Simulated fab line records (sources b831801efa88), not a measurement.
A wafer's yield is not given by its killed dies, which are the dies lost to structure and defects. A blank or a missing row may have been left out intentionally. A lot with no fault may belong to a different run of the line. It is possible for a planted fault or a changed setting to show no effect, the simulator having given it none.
One fault through the eyes of 2 desks	flow sky130	what lay behind the numbers comes last; until then each desk has only its own

FOR THE TOOL OWNER'S DESK: litho track-02
The tool's own readings at SKY_SD_P_DEVELOP_06 (develop time 60 s): means of the sampled wafers that have a number, for each lot that ran on this tool. Marked OUT: a lot whose mean sits more than 4 standard deviations from the usual mean, which makes it out of limits; the brackets give that distance.
Columns: A = developer temp C at SKY_SD_P_DEVELOP_06, usual 22.97 C
lot	first seen here	A
L889	day 25 09:02	23.06
L898	day 28 22:07	22.94
L899	day 29 01:04	23.00
L901	day 29 20:34	23.72 (+7.8) OUT
L902	day 30 01:28	23.67 (+7.3) OUT
This desk's finding: out of limits on L901, L902; first on L901, day 29 20:34 (developer temp C at SKY_SD_P_DEVELOP_06). L889, L898, L899 stayed within limits.

FROM THE METROLOGY DESK
Means of the sampled wafers that have a number, per lot and without regard to the tool the lot ran on: this is what the gauges read. Marked OUT: a lot whose mean sits more than 4 standard deviations from the usual mean, which makes it out of limits; the brackets give that distance.
Columns: A = SD_N_OVL at SKY_SD_N_OVL_MEAS_08, usual -1.2 nm; B = RES_XHIGH_RS at SKY_SD_N_RS_MEAS_18, usual 333.7 ohm/sq; C = LI_CONTACT_W_THK at SKY_LI_CONTACT_THK_MEAS_23, usual 399 nm
lot	first seen here	A	B	C
L888	day 27 04:17	-1.1	334.1	402
L889	day 27 18:54	-0.3	332.4	409
L892	day 29 06:47	-0.0	332.8	391
L894	day 30 03:20	0.0	333.2	391
L896	day 30 20:17	-0.5	334.5	410
L898	day 31 04:14	-1.6	333.4	416
L897	day 31 06:16	-0.9	334.1	408
L899	day 31 07:42	-2.7	334.9	397
L900	day 31 17:59	1.1	333.9	395
L901	day 32 03:26	-3.8	336.0	395
L902	day 32 07:22	-1.9	333.7	401
L904	day 33 16:45	-1.3	334.4	399
L905	day 33 17:03	-3.1	332.9	396
L910	day 35 16:11	-1.1	333.3	392
Result from this desk: across the 14 lots, nothing is out of limits.

TAKEN TOGETHER
An alarm could have come from the tool owner's desk at day 29 20:34, on L901, L902.
Metrology desk: nothing out of limits seen.
The metrology desk has L901, L902 on record, within its limits.
SKY_SD_P_DEVELOP_06 was run on litho track-02 by each of the lots named.

WHAT THE SIMULATOR HAD INSERTED
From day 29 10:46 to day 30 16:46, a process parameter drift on litho track-02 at SKY_SD_P_DEVELOP_06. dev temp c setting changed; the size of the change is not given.
Struck lots among those shown: L901, L902.
Time in hours from fault onset to the first out-of-limits reading at each desk: the tool owner's desk, 10.
